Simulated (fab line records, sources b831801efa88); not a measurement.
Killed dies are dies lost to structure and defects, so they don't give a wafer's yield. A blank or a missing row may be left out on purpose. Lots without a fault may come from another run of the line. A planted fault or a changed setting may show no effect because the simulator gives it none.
Which tool did it? | flow gf180mcu | 24 lots, 72 wafers sampled, at 2 steps of a route of 602

WHAT THE GAUGES READ, wafer by wafer
GF_V3_BOW_MEAS_05.
lot  | measured     | on            | V3_BOW (um)
L074 | day 21 13:28 | film_metro-02 | 115 115 110
L075 | day 21 20:32 | film_metro-03 | 118 103 117
L076 | day 22 14:31 | film_metro-03 | 114 125 123
L077 | day 22 20:37 | film_metro-03 | 117 128 122
L078 | day 23 01:47 | film_metro-01 | 117 120 125
L079 | day 23 09:06 | film_metro-03 | 116 135 132
L080 | day 23 23:16 | film_metro-03 | 108 125 117
L081 | day 24 02:47 | film_metro-02 | 110 115 112
L082 | day 24 19:39 | film_metro-03 | 127 124 128
L083 | day 24 21:41 | film_metro-01 | 114 125 133
L084 | day 25 04:29 | film_metro-03 | 122 118 103
L085 | day 25 17:14 | film_metro-01 | 121 117 107
L086 | day 25 23:21 | film_metro-01 | 109 122 109
L087 | day 26 05:05 | film_metro-02 | 122 126 133
L088 | day 26 17:22 | film_metro-02 | 125 112 123
L089 | day 26 17:46 | film_metro-03 | 113 120 120
L090 | day 27 01:09 | film_metro-03 | 101 125 106
L091 | day 27 08:35 | film_metro-03 | 111 117 123
L092 | day 27 14:59 | film_metro-01 | 122 121 117
L093 | day 28 00:07 | film_metro-01 | 127 124 133
L094 | day 28 06:26 | film_metro-02 | 120 126 119
L095 | day 28 16:59 | film_metro-03 | 125 120 131
L096 | day 28 18:15 | film_metro-01 | 128 116 122
L097 | day 28 22:41 | film_metro-01 | 124 121 113

WHICH TOOL RAN EACH LOT (tool, then ch and the chambers of the sampled wafers, then the start)
lot  | GF_M3_SPUTTER_03
L074 | pvd_sputter-03, day 20 11:14
L075 | pvd_sputter-02, day 20 18:56
L076 | pvd_sputter-02, day 21 12:52
L077 | pvd_sputter-02, day 21 20:15
L078 | pvd_sputter-03, day 22 01:06
L079 | pvd_sputter-01, day 22 08:18
L080 | pvd_sputter-02, day 22 23:33
L081 | pvd_sputter-02, day 23 02:22
L082 | pvd_sputter-03, day 23 17:02
L083 | pvd_sputter-02, day 23 22:05
L084 | pvd_sputter-02, day 24 05:54
L085 | pvd_sputter-03, day 24 19:10
L086 | pvd_sputter-02, day 25 00:16
L087 | pvd_sputter-01, day 25 06:46
L088 | pvd_sputter-02, day 25 19:02
L089 | pvd_sputter-01, day 25 19:20
L090 | pvd_sputter-01, day 26 02:37
L091 | pvd_sputter-02, day 26 10:30
L092 | pvd_sputter-01, day 26 17:19
L093 | pvd_sputter-03, day 27 02:25
L094 | pvd_sputter-02, day 27 09:17
L095 | pvd_sputter-03, day 27 19:55
L096 | pvd_sputter-02, day 27 20:45
L097 | pvd_sputter-03, day 28 01:41
- GF_M3_SPUTTER_03: material Ti, target thk 10 nm, time 6.7 s.

WHAT THE TOOLS THEMSELVES READ (means of the sampled wafers that have a number; where no wafer has one, the mark that the record gives instead)
GF_M3_SPUTTER_03.
lot  | tool           | throttle_valve_pct (%)
L074 | pvd_sputter-03 | 31.3
L075 | pvd_sputter-02 | 30.7
L076 | pvd_sputter-02 | 30.6
L077 | pvd_sputter-02 | 29.8
L078 | pvd_sputter-03 | 30.1
L079 | pvd_sputter-01 | 28.9
L080 | pvd_sputter-02 | 30.9
L081 | pvd_sputter-02 | 30.2
L082 | pvd_sputter-03 | 30.5
L083 | pvd_sputter-02 | 30.4
L084 | pvd_sputter-02 | 29.7
L085 | pvd_sputter-03 | 30.9
L086 | pvd_sputter-02 | 30.5
L087 | pvd_sputter-01 | 29.2
L088 | pvd_sputter-02 | 30.3
L089 | pvd_sputter-01 | 27.8
L090 | pvd_sputter-01 | 29.2
L091 | pvd_sputter-02 | 30.8
L092 | pvd_sputter-01 | 28.8
L093 | pvd_sputter-03 | 30.4
L094 | pvd_sputter-02 | 30.9
L095 | pvd_sputter-03 | 29.6
L096 | pvd_sputter-02 | 31.0
L097 | pvd_sputter-03 | 30.3

THE ANSWER, worked out from the rows above alone
Rule: what is usual is taken from the lots themselves. Put in order of their means at a reading, lots are off if they are a third of the lots or fewer, leave a main group of 4 or more, and stand apart from it by a gap of 3 or more times the standard deviation of the main group's means; of several such gaps the widest counts. A main group whose means are all the same, to the digits that the tables above print for the reading, isn't used. A lot without any number at a reading at which 4 lots or more have one is off too. The other lots that the step has rows for count as sound. The gauges are gone through in route order, then the tools' own readings, and for those a lot's mean is taken as printed above. The first step at which some lot is off is used, and at that step the reading that is off furthest; a lot without a number counts as furthest.
No lot is off at any reading shown: from this, nothing can be told.

WHAT THE SIMULATOR HAD PUT IN
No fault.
